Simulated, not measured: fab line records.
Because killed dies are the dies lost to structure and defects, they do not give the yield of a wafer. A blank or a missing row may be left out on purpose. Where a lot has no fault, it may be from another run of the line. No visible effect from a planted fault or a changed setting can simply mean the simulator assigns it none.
Which tool did it? + flow gf180mcu + 72 wafers from 24 lots sampled at 6 of the route's 602 steps

WHAT THE GAUGES SHOWED, per wafer
GF_M1_OVL_MEAS_15. Usual: for M1_OVL the level is 4 nm and the standard deviation is 5.4.
| lot  | measured     | on         | M1_OVL (nm) | flag |
|------|--------------|------------|-------------|------|
| L074 | day 17 03:29 | overlay-02 | -2 5 9      |      |
| L075 | day 17 08:36 | overlay-02 | 1 0 7       |      |
| L076 | day 17 14:36 | overlay-02 | 2 13 6      |      |
| L077 | day 18 05:54 | overlay-02 | 2 1 -3      |      |
| L078 | day 18 10:35 | overlay-02 | 13 13 12    |      |
| L079 | day 19 00:32 | overlay-02 | -1 5 -2     |      |
| L080 | day 19 11:44 | overlay-01 | 5 1 3       |      |
| L081 | day 19 17:38 | overlay-01 | 10 13 9     |      |
| L082 | day 20 03:48 | overlay-02 | 9 3 11      |      |
| L083 | day 20 15:14 | overlay-01 | 12 -1 9     |      |
| L084 | day 20 21:44 | overlay-02 | 6 4 12      |      |
| L085 | day 20 23:01 | overlay-01 | 1 3 4       |      |
| L086 | day 21 14:08 | overlay-02 | 7 14 5      |      |
| L087 | day 21 22:32 | overlay-01 | 8 3 -3      |      |
| L088 | day 22 15:53 | overlay-01 | 2 13 7      |      |
| L089 | day 22 19:23 | overlay-01 | 3 3 4       |      |
| L090 | day 22 21:17 | overlay-01 | 8 13 9      |      |
| L091 | day 23 16:50 | overlay-01 | 6 0 -4      |      |
| L092 | day 24 00:32 | overlay-02 | -5 3 -3     |      |
| L093 | day 24 14:32 | overlay-01 | 0 -6 3      |      |
| L094 | day 24 15:20 | overlay-01 | 3 0 1       |      |
| L095 | day 24 20:26 | overlay-01 | 2 9 -4      |      |
| L096 | day 25 07:42 | overlay-01 | 9 0 9       |      |
| L097 | day 25 10:53 | overlay-01 | 4 4 0       |      |

GF_V1_THK_MEAS_01. Usual: for V1_CVD_00_THK the level is 600 nm and the standard deviation is 6.1.
| lot  | measured     | on           | V1_CVD_00_THK (nm) | flag |
|------|--------------|--------------|--------------------|------|
| L074 | day 17 04:21 | filmMetro-04 | 593 589 593        |      |
| L075 | day 17 09:21 | filmMetro-04 | 604 599 590        |      |
| L076 | day 17 15:21 | filmMetro-02 | 599 609 602        |      |
| L077 | day 18 06:40 | filmMetro-04 | 591 602 597        |      |
| L078 | day 18 11:21 | filmMetro-04 | 602 603 592        |      |
| L079 | day 19 01:18 | filmMetro-02 | 604 601 608        |      |
| L080 | day 19 12:36 | filmMetro-04 | 602 605 591        |      |
| L081 | day 19 18:25 | filmMetro-02 | 598 601 587        |      |
| L082 | day 20 04:40 | filmMetro-02 | 588 594 597        |      |
| L083 | day 20 15:59 | filmMetro-03 | 598 588 597        |      |
| L084 | day 20 22:29 | filmMetro-02 | 602 610 600        |      |
| L085 | day 20 23:47 | filmMetro-03 | 596 602 587        |      |
| L086 | day 21 14:55 | filmMetro-03 | 596 601 603        |      |
| L087 | day 21 23:17 | filmMetro-02 | 602 593 613        |      |
| L088 | day 22 16:43 | filmMetro-02 | 608 609 601        |      |
| L089 | day 22 20:10 | filmMetro-04 | 604 609 605        |      |
| L090 | day 22 22:02 | filmMetro-02 | 601 602 613        |      |
| L091 | day 23 17:35 | filmMetro-04 | 609 602 595        |      |
| L092 | day 24 01:20 | filmMetro-02 | 598 602 600        |      |
| L093 | day 24 15:18 | filmMetro-04 | 591 602 590        |      |
| L094 | day 24 16:09 | filmMetro-04 | 598 609 601        |      |
| L095 | day 24 21:11 | filmMetro-02 | 598 592 595        |      |
| L096 | day 25 08:28 | filmMetro-02 | 596 596 598        |      |
| L097 | day 25 11:39 | filmMetro-02 | 599 597 595        |      |

GF_V2_CD_MEAS_14: target cd 260 nm. Usual: cdNm 259.9 nm, standard deviation 1.4.
| lot  | measured     | on       | cdNm (nm)         | flag |
|------|--------------|----------|-------------------|------|
| L074 | day 20 06:04 | cdSem-02 | 259.4 260.1 260.5 |      |
| L075 | day 20 12:44 | cdSem-01 | 261.0 261.6 261.4 |      |
| L076 | day 20 19:46 | cdSem-02 | 259.0 258.9 260.3 |      |
| L077 | day 21 11:17 | cdSem-01 | 260.8 262.2 261.4 |      |
| L078 | day 21 15:11 | cdSem-02 | 258.5 258.1 257.5 |      |
| L079 | day 22 05:33 | cdSem-02 | 262.5 261.5 260.7 |      |
| L080 | day 22 16:52 | cdSem-01 | 259.4 259.3 258.8 |      |
| L081 | day 22 20:55 | cdSem-01 | 256.9 258.0 257.3 |      |
| L082 | day 23 06:11 | cdSem-01 | 259.5 258.9 258.4 |      |
| L083 | day 23 18:01 | cdSem-01 | 260.4 261.3 261.8 |      |
| L084 | day 23 23:19 | cdSem-01 | 260.7 259.6 260.9 |      |
| L085 | day 24 00:50 | cdSem-01 | 258.4 259.7 259.6 |      |
| L086 | day 24 15:25 | cdSem-02 | 259.9 261.8 260.8 |      |
| L087 | day 24 23:10 | cdSem-02 | 259.1 258.4 258.4 |      |
| L088 | day 25 15:46 | cdSem-01 | 258.0 257.2 258.1 |      |
| L089 | day 25 18:05 | cdSem-01 | 258.1 258.6 257.7 |      |
| L090 | day 25 19:37 | cdSem-01 | 259.7 259.6 259.2 |      |
| L091 | day 26 14:10 | cdSem-02 | 261.5 263.0 262.2 |      |
| L092 | day 26 21:01 | cdSem-02 | 260.0 259.7 259.1 |      |
| L093 | day 27 10:55 | cdSem-01 | 260.7 260.4 260.4 |      |
| L094 | day 27 11:43 | cdSem-01 | 260.6 261.0 261.4 |      |
| L095 | day 27 15:49 | cdSem-01 | 258.4 258.8 258.9 |      |
| L096 | day 28 02:31 | cdSem-02 | 260.2 260.1 259.9 |      |
| L097 | day 28 04:08 | cdSem-02 | 261.8 261.0 260.8 |      |

GF_V2_OVL_MEAS_15. Usual: for V2_OVL the level is 4 nm and the standard deviation is 5.8.
| lot  | measured     | on         | V2_OVL (nm) | flag |
|------|--------------|------------|-------------|------|
| L074 | day 20 06:11 | overlay-01 | 7 -2 2      |      |
| L075 | day 20 12:50 | overlay-01 | 4 4 8       |      |
| L076 | day 20 19:53 | overlay-01 | -2 -6 2     |      |
| L077 | day 21 11:23 | overlay-01 | 0 2 10      |      |
| L078 | day 21 15:17 | overlay-02 | 7 15 4      |      |
| L079 | day 22 05:39 | overlay-02 | 5 4 6       |      |
| L080 | day 22 16:59 | overlay-02 | 5 11 9      |      |
| L081 | day 22 21:02 | overlay-02 | 18 17 16    |      |
| L082 | day 23 06:17 | overlay-01 | 6 3 -1      |      |
| L083 | day 23 18:08 | overlay-01 | 3 -1 -4     |      |
| L084 | day 23 23:26 | overlay-02 | 7 3 4       |      |
| L085 | day 24 00:55 | overlay-01 | 9 0 0       |      |
| L086 | day 24 15:32 | overlay-02 | 0 3 9       |      |
| L087 | day 24 23:17 | overlay-01 | 10 -4 9     |      |
| L088 | day 25 15:52 | overlay-02 | 4 2 3       |      |
| L089 | day 25 18:11 | overlay-02 | -1 10 4     |      |
| L090 | day 25 19:44 | overlay-02 | 15 11 6     |      |
| L091 | day 26 14:17 | overlay-02 | 3 -7 4      |      |
| L092 | day 26 21:08 | overlay-01 | 5 1 3       |      |
| L093 | day 27 11:02 | overlay-01 | -5 6 -3     |      |
| L094 | day 27 11:50 | overlay-02 | 4 3 4       |      |
| L095 | day 27 15:56 | overlay-01 | 7 6 14      |      |
| L096 | day 28 02:38 | overlay-01 | 10 8 4      |      |
| L097 | day 28 04:14 | overlay-02 | 1 0 -9      |      |

GF_V3_THK_MEAS_01. Usual: for V3_CVD_00_THK the level is 600 nm and the standard deviation is 6.
| lot  | measured     | on           | V3_CVD_00_THK (nm) | flag |
|------|--------------|--------------|--------------------|------|
| L074 | day 21 08:38 | filmMetro-04 | 602 604 603        |      |
| L075 | day 21 15:34 | filmMetro-03 | 605 610 606        |      |
| L076 | day 21 22:28 | filmMetro-04 | 598 597 591        |      |
| L077 | day 22 13:40 | filmMetro-02 | 597 595 603        |      |
| L078 | day 22 17:23 | filmMetro-02 | 596 605 593        |      |
| L079 | day 23 07:07 | filmMetro-03 | 602 604 605        |      |
| L080 | day 23 18:16 | filmMetro-02 | 603 600 601        |      |
| L081 | day 23 21:50 | filmMetro-02 | 597 595 595        |      |
| L082 | day 24 07:02 | filmMetro-02 | 583 601 596        |      |
| L083 | day 24 18:45 | filmMetro-04 | 602 590 597        |      |
| L084 | day 24 23:53 | filmMetro-03 | 601 597 600        |      |
| L085 | day 25 01:37 | filmMetro-02 | 599 598 603        |      |
| L086 | day 25 16:05 | filmMetro-04 | 596 600 598        |      |
| L087 | day 25 23:18 | filmMetro-02 | 597 607 599        |      |
| L088 | day 26 15:45 | filmMetro-02 | 592 605 595        |      |
| L089 | day 26 17:14 | filmMetro-03 | 606 596 605        |      |
| L090 | day 26 18:11 | filmMetro-02 | 604 592 596        |      |
| L091 | day 27 13:09 | filmMetro-04 | 612 607 616        |      |
| L092 | day 27 20:09 | filmMetro-04 | 598 597 610        |      |
| L093 | day 28 08:28 | filmMetro-03 | 600 602 594        |      |
| L094 | day 28 09:26 | filmMetro-03 | 592 602 618        |      |
| L095 | day 28 14:03 | filmMetro-03 | 607 590 601        |      |
| L096 | day 29 00:08 | filmMetro-04 | 597 592 606        |      |
| L097 | day 29 02:09 | filmMetro-04 | 599 594 595        |      |

TOOL THAT RAN EACH LOT (tool first, then ch and the chambers of the sampled wafers, then the start)
| lot  | GF_CONTACT_SPUTTER_23       |
|------|-----------------------------|
| L074 | pvdSputter-04, day 16 04:13 |
| L075 | pvdSputter-03, day 16 09:15 |
| L076 | pvdSputter-01, day 16 14:30 |
| L077 | pvdSputter-04, day 17 05:16 |
| L078 | pvdSputter-04, day 17 10:35 |
| L079 | pvdSputter-04, day 17 20:25 |
| L080 | pvdSputter-03, day 18 10:56 |
| L081 | pvdSputter-01, day 18 16:15 |
| L082 | pvdSputter-04, day 19 01:29 |
| L083 | pvdSputter-01, day 19 14:11 |
| L084 | pvdSputter-04, day 19 20:48 |
| L085 | pvdSputter-03, day 19 21:41 |
| L086 | pvdSputter-03, day 20 12:43 |
| L087 | pvdSputter-01, day 20 21:24 |
| L088 | pvdSputter-01, day 21 15:35 |
| L089 | pvdSputter-04, day 21 18:49 |
| L090 | pvdSputter-01, day 21 21:31 |
| L091 | pvdSputter-01, day 22 17:11 |
| L092 | pvdSputter-04, day 23 00:54 |
| L093 | pvdSputter-04, day 23 15:11 |
| L094 | pvdSputter-01, day 23 16:26 |
| L095 | pvdSputter-01, day 23 21:23 |
| L096 | pvdSputter-01, day 24 08:38 |
| L097 | pvdSputter-04, day 24 12:23 |
- GF_CONTACT_SPUTTER_23: material TiN, target thk 10 nm, time 40 s.

WHAT THE TOOLS THEMSELVES READ (means of the sampled wafers that have a number; where no wafer has one, the mark that the record gives instead)
GF_CONTACT_SPUTTER_23. Usual: throttleValvePct 30.0 %, standard deviation 1.
| lot  | tool          | throttleValvePct (%) | flag |
|------|---------------|----------------------|------|
| L074 | pvdSputter-04 | 30.1                 |      |
| L075 | pvdSputter-03 | 29.9                 |      |
| L076 | pvdSputter-01 | 29.0                 |      |
| L077 | pvdSputter-04 | 30.4                 |      |
| L078 | pvdSputter-04 | 30.0                 |      |
| L079 | pvdSputter-04 | 30.2                 |      |
| L080 | pvdSputter-03 | 31.4                 |      |
| L081 | pvdSputter-01 | 29.9                 |      |
| L082 | pvdSputter-04 | 29.9                 |      |
| L083 | pvdSputter-01 | 29.6                 |      |
| L084 | pvdSputter-04 | 30.1                 |      |
| L085 | pvdSputter-03 | 27.9                 |      |
| L086 | pvdSputter-03 | 31.0                 |      |
| L087 | pvdSputter-01 | 29.9                 |      |
| L088 | pvdSputter-01 | 30.5                 |      |
| L089 | pvdSputter-04 | 29.9                 |      |
| L090 | pvdSputter-01 | 30.9                 |      |
| L091 | pvdSputter-01 | 30.3                 |      |
| L092 | pvdSputter-04 | 30.0                 |      |
| L093 | pvdSputter-04 | 30.3                 |      |
| L094 | pvdSputter-01 | 30.0                 |      |
| L095 | pvdSputter-01 | 29.6                 |      |
| L096 | pvdSputter-01 | 30.0                 |      |
| L097 | pvdSputter-04 | 29.7                 |      |

THE ANSWER, worked out from the rows above alone
Rule: a lot is off if the mean of its wafers that have a number lies more than 3 standard deviations from the usual mean. A lot without any number at a reading at which 4 lots or more have one is off too. The other lots that the step has rows for count as sound. First the gauges in route order, then the tools' own readings, where a lot's mean is used as printed above. At the first step where some lot is off, the reading lying furthest off is the one used; lots without a number count as furthest.
No lot is off on any of the readings shown, so nothing can be concluded from this.

WHAT HAD BEEN PUT IN BY THE SIMULATOR
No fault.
